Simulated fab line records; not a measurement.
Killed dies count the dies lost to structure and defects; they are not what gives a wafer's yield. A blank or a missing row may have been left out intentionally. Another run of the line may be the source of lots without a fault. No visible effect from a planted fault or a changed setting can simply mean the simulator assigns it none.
fab line records	flow sky130
record: lots: 7	wafers: 21	lastDay: 50
route steps=708 shown METAL5@671 PASSIVATION@681 PAD_OPEN@694
lots that met no fault: from a run of the same line without faults
startH: the number of hours between the record's first day and the start of the first shown wafer of the lot	waitH: hours from the lot's prior step to this one	" unchanged from the row above	L1.1+2: several wafers, shown together as one row	- no value, or no start given	* or withheld: withheld	< > ~ a bound
route shown NAME@n: names a module that has steps shown in the file, with the first one's number in the route	usual: average and standard deviation across the fault-free wafers	same: alike in all rows	chamber/n: place in a boat	sites: the reading at each site	_std_site: how widely they spread, as a standard deviation	_edge_site: outer sites' mean less inner sites'	radiusMm: how far each site lies from the wafer's centre	mask NAME#n: copy n	behind: tool/chamber where the wafer was last shaped	hold: why the lot was held/for how many hours/how that ended	device: names the non-switching transistor (n, p or np)	end of line: the tests these same wafers got at the end of their route	a step given without rows: its recipe and nothing more	killed: dies lost to structure and defects at the first sort, not the wafer's yield	map: dies across one wafer; x = killed, . = not, _ = none there
set.NAME: the setting as run; set.NAME@STEP: as run at that earlier step	model.NAME: the simulator's own value behind a step, which no gauge read
lots at some steps of the route; a table a step, a row a wafer
services: a tool's chamber out of use, with start hour (startH, from the record's first day; less than 0 if before it), hours out, and reason
== steps ==
step: SKY_METAL5_SOFTBAKE_10
recipe: tempC: 90	timeS: 60	resist: NOVOLAK
step: SKY_METAL5_EXPOSE_11
recipe: maskId: MM5	na: 0.6	sourceShape: conventional	sigmaOuter: 0.6	polarization: unpolarized	targetCdNm: 1600	doseMj: 190
step: SKY_METAL5_PEB_12
recipe: tempC: withheld	timeS: *	resist: NOVOLAK
step: SKY_METAL5_DEVELOP_13
recipe: resist: NOVOLAK	developer: TMAH	developTimeS: 60	devTempC: 23
step: SKY_METAL5_DESCUM_14
recipe: chemistry: O2	sourcePowerW: 150	biasPowerW: 0	pressureMtorr: 10	tempC: 40	timeS: 11
usual: drypumpMotorCurrentA: 5.8/0.51	oesProductAu: 0.999/0.0085	rfFwdPowerW: 147.4/0.72
same: timeS: 11
lot.wafer	tool	chamber	startH	waitH	drypumpMotorCurrentA	oesProductAu	rfFwdPowerW	rfHoursCounterH
L376.2	rieMetal-03	1	1017.03	0.1	6.6	0.988	147.5	17
L376.4	"	0	"	"	5.7	0.986	147.3	-
L376.6	"	0	"	"	5.7	0.981	147.6	-
L379.1	rieMetal-03	1	1070.73	0.1	6.6	1.015	147.6	21
L379.4	"	1	"	"	6.6	1.014	147.4	-
L379.6	"	1	"	"	6.6	0.994	146.7	-
L381.1	rieMetal-02	1	1077.05	0.1	5.7	1.000	147.9	14
L381.2	"	0	"	"	5.7	1.006	148.1	21
L381.5	"	1	"	"	5.7	1.009	148.2	-
L385.1	rieMetal-01	1	1084.50	0.1	4.9	0.999	146.2	18
L385.4	"	1	"	"	4.9	0.993	145.9	-
L385.6	"	0	"	"	5.7	0.992	147.6	-
L396.2	rieMetal-01	1	1147.11	0.1	4.9	0.997	146.0	-
L396.4	"	1	"	"	4.9	1.002	146.4	-
L396.6	"	1	"	"	4.9	1.004	145.9	-
L395.2	rieMetal-02	0	1149.40	0.1	5.7	1.012	147.2	27
L395.3	"	1	"	"	5.7	1.004	147.8	-
L395.5	"	1	"	"	5.7	1.013	147.9	-
L397.1	rieMetal-03	1	1149.49	0.1	6.6	0.985	147.7	28
L397.3	"	0	"	"	5.7	0.986	147.4	-
L397.6	"	1	"	"	6.6	1.007	148.1	-
step: SKY_METAL5_METAL_ETCH_15
recipe: targetDepthA: 12600	stopOn: SiO2	overEtchFrac: 0.2	timeS: 252	chemistry: Cl2/BCl3	resistSidewallDeg: 86	pressureMtorr: 10	icpW: 900	biasW: 48.5	Cl2_flow_sccm: 60	bcl3FlowSccm: 30
usual: drypumpMotorCurrentA: 5.8/0.51	oesProductAu: 0.893/0.0047	rfFwdPowerW: 897.8/2.8	throttleValvePct: 22.265/0.0099
same: overEtchFrac: 0.2	timeS: 252
lot.wafer	tool	chamber	startH	waitH	drypumpMotorCurrentA	oesProductAu	rfFwdPowerW	rfHoursCounterH	throttleValvePct
L376.2	rieMetal-03	1	1017.07	0.0	6.6	0.895	893.9	17	22.265
L376.4	"	0	"	"	5.7	0.898	896.4	-	22.261
L376.6	"	0	"	"	5.7	0.895	896.9	-	22.283
L379.1	rieMetal-03	1	1070.77	0.0	6.6	0.888	895.8	21	22.261
L379.4	"	1	"	"	6.6	0.884	893.4	-	22.269
L379.6	"	1	"	"	6.6	0.894	892.9	-	22.263
L381.1	rieMetal-02	1	1077.09	0.0	5.7	0.898	897.1	14	22.269
L381.2	"	0	"	"	5.7	0.891	897.4	21	22.269
L381.5	"	1	"	"	5.7	0.890	897.5	-	22.274
L385.1	rieMetal-01	1	1084.54	0.0	4.9	0.905	896.4	18	22.241
L385.4	"	1	"	"	5.0	0.897	894.8	-	22.268
L385.6	"	0	"	"	5.7	0.889	901.6	-	22.259
L396.2	rieMetal-01	1	1147.25	0.1	4.9	0.900	891.9	-	22.267
L396.4	"	1	"	"	4.9	0.888	898.0	-	22.275
L396.6	"	1	"	"	4.9	0.891	893.7	-	22.265
L395.2	rieMetal-02	0	1149.43	0.0	5.7	0.894	899.8	27	22.255
L395.3	"	1	"	"	5.7	0.892	901.8	-	22.264
L395.5	"	1	"	"	5.7	0.903	900.4	-	22.273
L397.1	rieMetal-03	1	1149.52	0.0	6.6	0.897	895.5	28	22.267
L397.3	"	0	"	"	5.7	0.892	899.7	-	22.254
L397.6	"	1	"	"	6.6	0.893	894.6	-	22.258
step: SKY_METAL5_STRIP_16
recipe: chemistry: O2/N2	powerW: 1400	pressureMtorr: 1500	platenTempC: withheld	o2FlowSccm: 3000	n2FlowSccm: 300	overashFraction: 0.5
usual: drypumpMotorCurrentA: 5.7/0.53	oesProductAu: 0.710/0.004	stripTimeToEndpointS: 13.09/0.095
lot.wafer	tool	chamber	startH	waitH	drypumpMotorCurrentA	oesProductAu	rfHoursCounterH	stripTimeToEndpointS
L376.2	plasmaAsher-04	1	1017.30	0.2	5.5	0.710	120	13.13
L376.4	"	0	"	"	6.4	0.708	-	13.18
L376.6	"	1	"	"	5.4	0.708	-	13.25
L379.1	plasmaAsher-02	0	1071.00	0.2	5.1	0.707	91	13.12
L379.4	"	0	"	"	5.1	0.710	-	13.10
L379.6	"	1	"	"	5.8	0.704	-	13.13
L381.1	plasmaAsher-02	1	1077.32	0.2	5.8	0.704	91	13.15
L381.2	"	0	"	"	5.1	0.717	91	13.18
L381.5	"	1	"	"	5.8	0.711	-	13.17
L385.1	plasmaAsher-01	0	1084.77	0.2	4.9	0.710	64	13.05
L385.4	"	1	"	"	6.4	0.714	-	13.06
L385.6	"	1	"	"	6.3	0.707	-	13.15
L396.2	plasmaAsher-01	0	1147.64	0.3	5.0	0.711	70	13.08
L396.4	"	1	"	"	6.3	0.713	-	13.01
L396.6	"	0	"	"	4.9	0.712	-	13.18
L395.2	plasmaAsher-02	1	1149.67	0.2	5.8	0.705	99	13.00
L395.3	"	0	"	"	5.1	0.717	-	13.06
L395.5	"	0	"	"	5.1	0.710	-	12.99
L397.1	plasmaAsher-04	0	1149.75	0.2	6.4	0.709	8	13.09
L397.3	"	0	"	"	6.4	0.712	-	13.19
L397.6	"	1	"	"	5.5	0.717	-	13.06
step: SKY_METAL5_STRIP_17
recipe: chemistry: postEtchResidueRemover	timeS: 1200	tempC: 72.5
step: SKY_METAL5_CLEAN_18
recipe: chemistry: IPA	timeS: 180	tempC: 25
step: SKY_METAL5_CLEAN_19
recipe: chemistry: O3/DIW	dry: n2Spin
step: SKY_PASSIVATION_CVD_00
recipe: material: SiO2	targetThkNm: 90	tempC: 400	timeS: withheld	rfW: 600
usual: heaterPowerOuterW: 355/88	heaterPowerW: 626/100	rfFwdPowerW: 589/3.1
lot.wafer	tool	chamber	startH	waitH	heaterPowerOuterW	heaterPowerW	rfFwdPowerW
L376.2	pecvd-02	0	1017.93	0.0	260	525	592
L376.4	"	1	"	"	352	641	592
L376.6	"	2	"	"	357	641	591
L379.1	pecvd-01	0	1071.60	0.0	292	594	585
L379.4	"	1	"	"	435	699	590
L379.6	"	0	"	"	296	582	583
L381.1	pecvd-04	0	1077.92	0.0	347	586	586
L381.2	"	2	"	"	333	613	590
L381.5	"	0	"	"	337	587	589
L385.1	pecvd-01	0	1085.36	0.0	371	687	584
L385.4	"	0	"	"	376	686	585
L385.6	"	2	"	"	506	801	594
L396.2	pecvd-02	0	1148.28	0.0	199	442	590
L396.4	"	2	"	"	374	657	593
L396.6	"	1	"	"	299	571	589
L395.2	pecvd-01	0	1150.30	0.0	362	678	585
L395.3	"	2	"	"	505	792	590
L395.5	"	2	"	"	512	773	590
L397.1	pecvd-04	0	1150.39	0.0	353	580	586
L397.3	"	2	"	"	380	678	587
L397.6	"	2	"	"	384	702	589
step: SKY_PASSIVATION_THK_MEAS_01
recipe: reads: SiO2_of_PASSIVATION_CVD_00
usual: PASSIVATION_CVD_00_THK: 89.9/1.2
lot.wafer	tool	chamber	startH	waitH	PASSIVATION_CVD_00_THK[nm]
L376.2	filmMetro-03	-	1017.96	-	89.4
L376.4	"	-	"	"	92.2
L376.6	"	-	"	"	90.3
L379.1	filmMetro-03	-	1071.62	-	88.2
L379.4	"	-	"	"	89.7
L379.6	"	-	"	"	89.5
L381.1	filmMetro-02	-	1077.97	-	89.0
L381.2	"	-	"	"	89.3
L381.5	"	-	"	"	90.1
L385.1	filmMetro-01	-	1085.38	-	89.2
L385.4	"	-	"	"	90.5
L385.6	"	-	"	"	90.3
L396.2	filmMetro-01	-	1148.31	-	90.0
L396.4	"	-	"	"	91.2
L396.6	"	-	"	"	90.8
L395.2	filmMetro-01	-	1150.33	-	88.0
L395.3	"	-	"	"	87.8
L395.5	"	-	"	"	90.2
L397.1	filmMetro-01	-	1150.41	-	89.3
L397.3	"	-	"	"	87.5
L397.6	"	-	"	"	90.8
step: SKY_PASSIVATION_CVD_02
recipe: material: Si3N4	targetThkNm: 540	tempC: 400	timeS: withheld	rfW: 450
usual: heaterPowerW: 682/110	rfFwdPowerW: 449.2/1.4
lot.wafer	tool	chamber	startH	waitH	heaterPowerW	rfFwdPowerW
L376.2	pecvd-01	0	1018.01	0.0	712	450.0
L376.4	"	0	"	"	724	450.2
L376.6	"	1	"	"	853	447.7
L379.1	pecvd-02	0	1071.68	0.1	539	450.8
L379.4	"	1	"	"	620	451.0
L379.6	"	2	"	"	806	450.0
L381.1	pecvd-02	2	1078.03	0.1	661	447.5
L381.2	"	1	"	"	595	446.9
L381.5	"	0	"	"	468	453.2
L385.1	pecvd-04	2	1085.44	0.1	753	449.0
L385.4	"	2	"	"	597	448.1
L385.6	"	1	"	"	607	453.1
L396.2	pecvd-04	1	1148.36	0.0	-	-
L396.4	"	2	"	"	-	-
L396.6	"	0	"	"	-	-
L395.2	pecvd-02	2	1150.38	0.0	-	-
L395.3	"	0	"	"	-	-
L395.5	"	2	"	"	-	-
L397.1	pecvd-01	2	1150.47	0.1	-	-
L397.3	"	0	"	"	-	-
L397.6	"	1	"	"	-	-
step: SKY_PASSIVATION_DEHYDRATE_04
recipe: tempC: 200	timeS: 60
step: SKY_PASSIVATION_HMDS_05
recipe: primeTimeS: 60	primeTempC: 120
step: SKY_PASSIVATION_COAT_06
recipe: spinRpm: 2000	resistThkNm: 3000
step: SKY_PASSIVATION_SOFTBAKE_07
recipe: tempC: 110	timeS: withheld
step: SKY_PASSIVATION_EXPOSE_08
recipe: maskId: NSM	targetCdNm: 3000	na: 0.57	doseMj: 260
step: SKY_PASSIVATION_PEB_09
recipe: tempC: 115	timeS: withheld
step: SKY_PASSIVATION_DEVELOP_10
recipe: developTimeS: 60	devTempC: 23
step: SKY_PASSIVATION_ETCH_11
recipe: chemistry: CF4/O2	targetDepthNm: 725	stopOn: AlCu	sourceW: 800	biasW: 150	pressureMtorr: 150	cf4FlowSccm: 80	O2_flow_sccm: 10	timeS: 161.1
usual: drypumpMotorCurrentA: 5.8/0.34	oesProductAu: 0.977/0.0068	rfFwdPowerW: 796.9/2.3	throttleValvePct: 5.964/0.01
same: timeS: 161.1
lot.wafer	tool	chamber	startH	waitH	drypumpMotorCurrentA	oesProductAu	rfFwdPowerW	rfHoursCounterH	throttleValvePct	model.etch.depthNm	model.PASSIVATION.featureDepthNm
L376.2	rieDiel-04	1	1040.78	-	5.7	0.962	797.4	17	5.940	687.7	687.7
L376.4	"	0	"	"	5.8	0.970	797.9	10	5.967	707.9	707.9
L376.6	"	2	"	"	6.0	0.975	796.3	-	5.957	703.8	703.8
L379.1	rieDiel-04	0	1092.30	-	5.8	0.983	796.0	11	5.965	701.4	701.4
L379.4	"	2	"	"	6.0	0.975	795.6	6	5.949	709.7	709.7
L379.6	"	0	"	"	5.8	0.983	797.2	-	5.950	702.3	702.3
L381.1	rieDiel-04	3	1098.95	-	6.0	0.965	794.3	4	5.971	698.2	698.2
L381.2	"	1	"	"	5.7	0.970	803.7	18	5.971	697.7	697.7
L381.5	"	3	"	"	6.0	0.977	797.3	-	5.972	708.5	708.5
L385.1	rieDiel-01	0	1106.00	-	5.7	0.972	799.2	14	5.967	701.2	701.2
L385.4	"	3	"	"	6.3	0.972	794.9	24	5.979	704.1	704.1
L385.6	"	2	"	"	5.2	0.977	799.7	-	5.951	708.3	708.3
L396.2	rieDiel-04	0	1165.89	-	5.8	0.992	797.2	14	5.956	723.8	723.8
L396.4	"	1	"	"	5.7	0.983	794.4	21	5.967	715.9	715.9
L396.6	"	1	"	"	5.7	0.983	800.5	-	5.980	717.1	717.1
L395.2	rieDiel-04	3	1168.38	-	6.0	0.994	795.1	6	5.958	723.7	723.7
L395.3	"	2	"	"	6.0	0.994	795.8	9	5.977	725	725
L395.5	"	3	"	"	5.9	0.990	795.3	-	5.966	725	725
L397.1	rieDiel-03	3	1168.73	-	5.7	0.994	796.0	26	5.969	721.9	721.9
L397.3	"	2	"	"	6.0	0.986	793.4	18	5.976	715.5	715.5
L397.6	"	1	"	"	5.3	0.989	798.1	-	5.958	725	725
step: SKY_PASSIVATION_STRIP_12
recipe: chemistry: O2/N2	powerW: 1400	pressureMtorr: 1500	platenTempC: withheld	overashFraction: 0.7	o2FlowSccm: 3000	n2FlowSccm: 300
step: SKY_PAD_OPEN_DEHYDRATE_00
recipe: tempC: 200	timeS: 60
step: SKY_PAD_OPEN_HMDS_01
recipe: primeTimeS: 60	primeTempC: 120
step: SKY_PAD_OPEN_COAT_02
recipe: spinRpm: 2000	resistThkNm: 3000
step: SKY_PAD_OPEN_SOFTBAKE_03
recipe: tempC: 110	timeS: withheld
step: SKY_PAD_OPEN_EXPOSE_04
recipe: maskId: PDM	targetCdNm: 60000	na: 0.57	doseMj: 260
step: SKY_PAD_OPEN_PEB_05
recipe: tempC: 115	timeS: withheld
step: SKY_PAD_OPEN_DEVELOP_06
recipe: developTimeS: 60	devTempC: 23
step: SKY_PAD_OPEN_ETCH_07
recipe: chemistry: CF4/O2	targetDepthNm: 725	stopOn: AlCu	sourceW: 800	biasW: 150	pressureMtorr: 150	cf4FlowSccm: 80	O2_flow_sccm: 10	timeS: 161.1
usual: drypumpMotorCurrentA: 5.7/0.4	oesProductAu: 0.977/0.0063	rfFwdPowerW: 796.7/2.6	throttleValvePct: 5.964/0.01
same: timeS: 161.1
lot.wafer	tool	chamber	startH	waitH	drypumpMotorCurrentA	oesProductAu	rfFwdPowerW	rfHoursCounterH	throttleValvePct	model.etch.depthNm	model.PAD_OPEN.featureDepthNm
L376.2	rieDiel-03	2	1061.85	-	6.0	0.968	797.3	14	5.963	687.7	687.7
L376.4	"	3	"	"	5.7	0.980	798.6	22	5.951	707.9	707.9
L376.6	"	2	"	"	6.0	0.978	794.0	-	5.950	703.8	703.8
L379.1	rieDiel-02	3	1112.55	-	5.3	0.979	798.9	21	5.975	701.4	701.4
L379.4	"	0	"	"	5.6	0.981	799.8	3	5.966	709.7	709.7
L379.6	"	0	"	"	5.6	0.965	799.2	-	5.963	702.3	702.3
L381.1	rieDiel-01	1	1118.83	-	5.7	0.977	794.7	2	5.949	698.2	698.2
L381.2	"	2	"	"	5.2	0.969	792.2	10	5.961	697.7	697.7
L381.5	"	1	"	"	5.7	0.981	793.2	-	5.963	708.5	708.5
L385.1	rieDiel-03	1	1126.75	-	5.3	0.983	794.4	8	5.950	701.2	701.2
L385.4	"	2	"	"	6.0	0.975	796.0	17	5.967	704.1	704.1
L385.6	"	0	"	"	6.6	0.982	795.2	-	5.941	708.3	708.3
L396.2	rieDiel-01	2	1182.60	-	5.2	0.985	803.3	12	5.956	721.5	721.5
L396.4	"	3	"	"	6.3	0.979	795.1	27	5.979	711.7	711.7
L396.6	"	1	"	"	5.7	0.989	794.2	-	5.971	723.1	723.1
L395.2	rieDiel-03	0	1184.85	-	6.6	0.995	801.5	7	5.953	725	725
L395.3	"	1	"	"	5.3	0.988	795.4	11	5.959	719.1	719.1
L395.5	"	1	"	"	5.3	0.976	796.7	-	5.970	720.9	720.9
L397.1	rieDiel-02	0	1185.40	-	5.7	0.989	792.4	6	5.968	722.1	722.1
L397.3	"	1	"	"	5.4	0.980	798.9	16	5.963	712.4	712.4
L397.6	"	1	"	"	5.4	0.992	797.1	-	5.983	724.8	724.8
step: SKY_PAD_OPEN_STRIP_08
recipe: chemistry: O2/N2	powerW: 1400	pressureMtorr: 1500	platenTempC: withheld	overashFraction: 0.7	o2FlowSccm: 3000	n2FlowSccm: 300
usual: drypumpMotorCurrentA: 5.8/0.5	oesProductAu: 0.663/0.0047
lot.wafer	tool	chamber	startH	waitH	drypumpMotorCurrentA	oesProductAu	rfHoursCounterH
L376.2	plasmaAsher-01	0	1061.96	0.1	5.0	0.664	61
L376.4	"	0	"	"	5.0	0.656	-
L376.6	"	0	"	"	5.0	0.659	-
L379.1	plasmaAsher-03	0	1112.65	0.1	5.6	0.668	37
L379.4	"	1	"	"	5.9	0.668	-
L379.6	"	1	"	"	5.8	0.660	-
L381.1	plasmaAsher-01	0	1118.93	0.1	5.0	0.674	67
L381.2	"	1	"	"	6.4	0.665	67
L381.5	"	0	"	"	5.0	0.665	-
L385.1	plasmaAsher-04	1	1126.86	0.1	5.5	0.670	6
L385.4	"	0	"	"	6.4	0.658	-
L385.6	"	1	"	"	5.5	0.664	-
L396.2	plasmaAsher-04	1	1182.71	0.1	5.5	0.662	11
L396.4	"	0	"	"	6.4	0.662	-
L396.6	"	1	"	"	5.5	0.662	-
L395.2	plasmaAsher-01	0	1184.96	0.1	5.0	0.656	73
L395.3	"	1	"	"	6.3	0.660	-
L395.5	"	1	"	"	6.3	0.665	-
L397.1	plasmaAsher-04	1	1185.50	0.1	5.5	0.660	12
L397.3	"	0	"	"	6.4	0.668	-
L397.6	"	1	"	"	5.5	0.667	-
== services ==
tool	chamber	startH	hours	kind
pecvd-01	1	995.30	4.8	repair
rieMetal-01	1	998.53	12.9	repair
rieDiel-02	0	1000.56	2.1	repair
pecvd-02	1	1007.89	6.6	repair
rieDiel-02	-	1031.39	0.4	repair
rieDiel-01	1	1042.18	9.9	repair
plasmaAsher-04	-	1055.25	9.0	pm
plasmaAsher-04	-	1055.50	0.7	repair
rieDiel-01	2	1070.91	14.6	repair
rieDiel-02	1	1070.92	7.5	repair
rieDiel-01	-	1087.72	0.4	repair
rieDiel-03	0	1092.95	16.7	repair
rieMetal-03	-	1095.31	0.6	repair
pecvd-02	-	1096.44	0.5	repair
plasmaAsher-03	-	1110.84	0.5	repair
rieDiel-01	0	1134.51	9.1	repair
rieDiel-03	-	1137.25	0.8	repair
rieDiel-04	-	1137.27	0.5	repair
rieDiel-01	2	1148.30	8.4	repair
rieMetal-02	0	1161.52	2.6	repair
rieDiel-01	0	1162.85	4.5	repair
plasmaAsher-01	-	1163.87	4.0	pm
rieDiel-03	0	1164.66	1.7	repair
rieDiel-02	2	1170.71	9.9	repair
== key ==
firstSign: step: SKY_PASSIVATION_CVD_02	reading: toolRecord	direction: missing
effect none on later readings
modelEffect: step: SKY_PASSIVATION_ETCH_11	value: etch.depthNm	without: 702.7	struck: 721.5
modelEffect: step: SKY_PAD_OPEN_ETCH_07	value: etch.depthNm	without: 702.7	struck: 720
metAt SKY_PASSIVATION_CVD_02
struckWafers L395.2,L395.3,L395.5,L396.2,L396.4,L396.6,L397.1,L397.3,L397.6
onsetBetween 1085.44 1148.36
fault: kind: skippedStepWhole	tool: pecvd-01,pecvd-02,pecvd-04	chamber: -	onsetH: 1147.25	steps: SKY_PASSIVATION_CVD_02	scope: struckLotsOnly
